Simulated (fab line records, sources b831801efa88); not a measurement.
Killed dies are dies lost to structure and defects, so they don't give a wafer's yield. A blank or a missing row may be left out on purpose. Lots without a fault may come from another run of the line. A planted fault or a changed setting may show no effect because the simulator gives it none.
Chamber matching | flow sky130 | SKY_PASSIVATION_CVD_02 on pecvd-03: 3 sister chambers
The step deposits Si3N4, target thk 540 nm. 6 wafers are shown with their chamber, then 7 later ones without.

WAFERS WITH THEIR CHAMBER
wafer  | chamber | heater_power_w (W)
L133.6 | 0       | 781
L143.1 | 2       | 751
L143.4 | 2       | 620
L143.5 | 1       | 749
L145.1 | 0       | 792
L145.2 | 1       | 731

WAFERS WITHOUT THEIR CHAMBER
wafer  | heater_power_w (W)
L145.6 | 808
L146.1 | 692
L146.3 | 702
L146.6 | 721
L149.3 | 771
L149.4 | 636
L149.5 | 763

WHICH CHAMBER EACH WENT THROUGH
wafer  | from the rows above          | in truth
L145.6 | can't be placed: 0 or 1 or 2 | 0
L146.1 | can't be placed: 2 or 1 or 0 | 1
L146.3 | can't be placed: 2 or 1 or 0 | 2
L146.6 | can't be placed: 1 or 2 or 0 | 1
L149.3 | can't be placed: 0 or 1 or 2 | 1
L149.4 | can't be placed: 2 or 1 or 0 | 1
L149.5 | can't be placed: 1 or 0 or 2 | 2
Placed correctly: 0 of 7. Can't be placed from these rows: 7 (the true chamber is among the candidates in 7). Placed wrongly: 0.
How it was worked out, from the rows above alone: a wafer's distance from a chamber is the root of the sum, over the readings, of the square of ((its reading less the chamber's mean) divided by the reading's scatter). The wafer belongs to the nearest chamber; if the next one is less than 2 further off, it can't be placed. A chamber's mean is the mean of its shown wafers. The scatter: the root of (the sum of the squares of (reading less its chamber's mean) over the shown wafers, divided by (wafers less chambers)).
